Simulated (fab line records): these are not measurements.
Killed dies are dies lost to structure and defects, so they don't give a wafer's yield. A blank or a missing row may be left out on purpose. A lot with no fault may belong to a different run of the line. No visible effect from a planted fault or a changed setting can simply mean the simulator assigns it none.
Split-lot study -- flow gf180mcu -- on a route of 602 steps: 5 lots, 23 wafers read

== ON THE SPLIT ==
At GF_STI_ETCH_14 (etches Si in HBr/Cl2/O2, target depth 360 nm, time 102.9 s), the setting timeS was moved away from the recipe's 102.9 s on 6 of the 23 wafers read, by -13.2% to +5.2%. This setting was run at the recipe's value on the other wafers.

The reading comes from the split's own step.

== THE READING ==
STI.featureDepthNm (the simulator's own value, which no gauge read), in nm, at GF_STI_ETCH_14 (etches Si in HBr/Cl2/O2, target depth 360 nm, time 102.9 s). There is no usual value for it anywhere in the file. The 17 wafers here that ran the recipe average 361.8 nm, standard deviation 6.9 nm.

wafer,"tool, chamber at the split","timeS as run, s",against the recipe,"STI.featureDepthNm, nm",against lot-mates on the recipe
L074.1,"rieSi-01, 1",102.9,recipe,355.8,-
L074.2,"rieSi-01, 0",102.9,recipe,365.5,-
L074.6,"rieSi-01, 0",102.9,recipe,368.8,-
L078.1,"rieSi-02, 3",107.9,+4.9%,369.8,+4.3
L078.2,"rieSi-02, 1",102.9,recipe,365.9,-
L078.4,"rieSi-02, 2",107.9,+4.9%,378.6,+13.1
L078.5,"rieSi-02, 1",102.9,recipe,367.8,-
L078.6,"rieSi-02, 2",102.9,recipe,362.7,-
L080.2,"rieSi-01, 1",89.35,-13.2%,311.2,-50.8
L080.3,"rieSi-01, 0",102.9,recipe,371.5,-
L080.4,"rieSi-01, 2",89.35,-13.2%,306.5,-55.5
L080.5,"rieSi-01, 2",102.9,recipe,351,-
L080.6,"rieSi-01, 3",102.9,recipe,363.4,-
L081.1,"rieSi-01, 0",102.9,recipe,361.4,-
L081.3,"rieSi-01, 2",102.9,recipe,345.4,-
L081.4,"rieSi-01, 3",102.9,recipe,361.2,-
L081.5,"rieSi-01, 0",108.2,+5.2%,382.8,+26.8
L081.6,"rieSi-01, 3",108.2,+5.2%,378.5,+22.5
L085.1,"rieSi-02, 1",102.9,recipe,371.1,-
L085.2,"rieSi-02, 0",102.9,recipe,358.2,-
L085.3,"rieSi-02, 2",102.9,recipe,366.4,-
L085.4,"rieSi-02, 3",102.9,recipe,359.8,-
L085.6,"rieSi-02, 3",102.9,recipe,354.7,-

FIT RESULTS
A straight line over all 23 wafers: STI.featureDepthNm changes by +3.81 nm for each +1% of timeS; r = +0.93; the points scatter about the line by 6.7 nm.
The same after taking each lot's own level away (the mean of its wafers on the recipe; 23 wafers): +3.88 nm for each +1%; r = +0.93; scatter 6.8 nm.
On that fit, the largest move of timeS shifts the reading by 51 nm.
From 356.00 to 365.47 nm: that is the span of the lots' own levels, equal to 1.4 times the standard deviation above.
Consequently the slope shifts little with the lot-to-lot level, the two slopes agreeing.
Check: -52.4 nm against its lot-mates is what the line predicts for one of the wafers moved furthest among these (-13.2%) when that wafer is left out of the fit. It came out at -50.8 nm against them.

== OTHER SPLITS ON THESE WAFERS ==
These wafers also went through other splits before the reading. Each is held against what the fit with the lots' levels taken away leaves over:
other split on the same wafers,wafers away from the commonest value,r with STI.featureDepthNm (lot level and that fit taken away)
GF_STI_CVD_03 timeS,15,+0.04
GF_STI_PEB_10 pebTempC,7,+0.21

== FILE'S OWN FIT ==
STI.featureDepthNm changes by +3.89 nm for each +1% of timeS, r = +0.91.
